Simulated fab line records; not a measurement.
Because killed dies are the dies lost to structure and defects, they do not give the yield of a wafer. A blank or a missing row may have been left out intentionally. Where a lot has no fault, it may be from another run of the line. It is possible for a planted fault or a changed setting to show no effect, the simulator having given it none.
One fault through the eyes of 2 desks :: flow sky130 :: numbers are kept per desk, each desk with only its own; the story behind them comes last

== METROLOGY DESK ==
Lot by lot, what the gauges showed, no matter which tool ran the lot: averages of those sampled wafers that carry a number. Marked OUT: a lot whose mean sits more than 4 standard deviations from the usual mean, which makes it out of limits; the brackets give that distance. Shown here are 7 of its 8 readings, the ones lying furthest out on some lot.
Columns: A = cdNm at SKY_VIA1_CD_MEAS_12, usual 149.7 nm; B = VIA1_OVL at SKY_VIA1_OVL_MEAS_13, usual 1 nm; C = VIA1_W_RS at SKY_VIA1_RS_MEAS_22, usual 0.427 ohm/sq; D = VIA1_W_THK at SKY_VIA1_THK_MEAS_23, usual 267 nm; E = METAL2_ALCU_THK at SKY_METAL2_THK_MEAS_06, usual 247 nm; F = cdNm at SKY_METAL2_CD_MEAS_15, usual 139.8 nm; G = METAL2_OVL at SKY_METAL2_OVL_MEAS_16, usual -3 nm
lot: L870
first seen here: day 35 12:32
A: 149.6
B: -3
C: 0.425
D: 269
E: 250
F: 135.9
G: 2

lot: L871
first seen here: day 35 20:37
A: 150.8
B: 2
C: 0.426
D: 266
E: 248
F: 138.4
G: -1

lot: L876
first seen here: day 37 21:00
A: 146.8
B: 4
C: 0.435
D: 263
E: 246
F: 138.0
G: 1

lot: L879
first seen here: day 38 16:58
A: 148.4
B: 6
C: 0.421
D: 274
E: 250
F: 140.8
G: -6

lot: L882
first seen here: day 39 11:37
A: 148.2
B: -3
C: 0.430
D: 263
E: 248
F: 139.6
G: -6

lot: L887
first seen here: day 41 06:37
A: 147.9
B: 3
C: 0.423
D: 270
E: 249
F: 137.5
G: -4
Result from this desk: across the 6 lots, nothing is out of limits.

== THE TOOL OWNER'S DESK: cmp-02 ==
The tool's own readings at SKY_VIA1_CMP_24 (polishes, stops on SiO2, t overpolish 15 s, target thk 0 nm): means of the sampled wafers that have a number, for each lot that ran on this tool. Marked OUT: a lot whose mean sits more than 4 standard deviations from the usual mean, which makes it out of limits; the brackets give that distance.
Columns: A = motorCurrentA at SKY_VIA1_CMP_24, usual 11.1 A; B = overpolishRunS at SKY_VIA1_CMP_24, usual 15.001 s; C = platenRpm at SKY_VIA1_CMP_24, usual 60.00 rpm; D = slurryFlowMlMin at SKY_VIA1_CMP_24, usual 150.0; E = timeToEndpointS at SKY_VIA1_CMP_24, usual 65 s
lot: L870
first seen here: day 35 14:11
A: 10.5
B: 15.004
C: 60.00
D: 150.1
E: 65

lot: L871
first seen here: day 35 21:55
A: 11.5
B: 14.998
C: 60.02
D: 149.6
E: 67

lot: L876
first seen here: day 37 22:28
A: 11.4
B: 14.997
C: 59.99
D: 149.7
E: 48 (-5.5) OUT

lot: L879
first seen here: day 38 18:09
A: 10.4
B: 15.008
C: 59.98
D: 149.7
E: 52 (-4.4) OUT
This desk's verdict: out of limits on L876, L879, starting with L876 at day 37 22:28 (timeToEndpointS at SKY_VIA1_CMP_24). L870, L871: within limits.

== BROUGHT TOGETHER ==
At day 37 22:28, on L876, L879, the tool owner's desk was in a position to raise an alarm.
From the metrology desk's view, nothing was out of limits.
The metrology desk has L876, L879 on record, within its limits.
Every lot named ran SKY_VIA1_CMP_24 on cmp-02.

== WHAT HAD BEEN PUT IN BY THE SIMULATOR ==
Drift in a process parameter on cmp-02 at SKY_VIA1_CMP_24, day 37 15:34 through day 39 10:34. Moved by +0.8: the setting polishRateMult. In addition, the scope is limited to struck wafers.
Lots struck among those shown: L876, L879.
How many hours passed from the start of the fault until each desk's first out-of-limits reading: the tool owner's desk, 7.
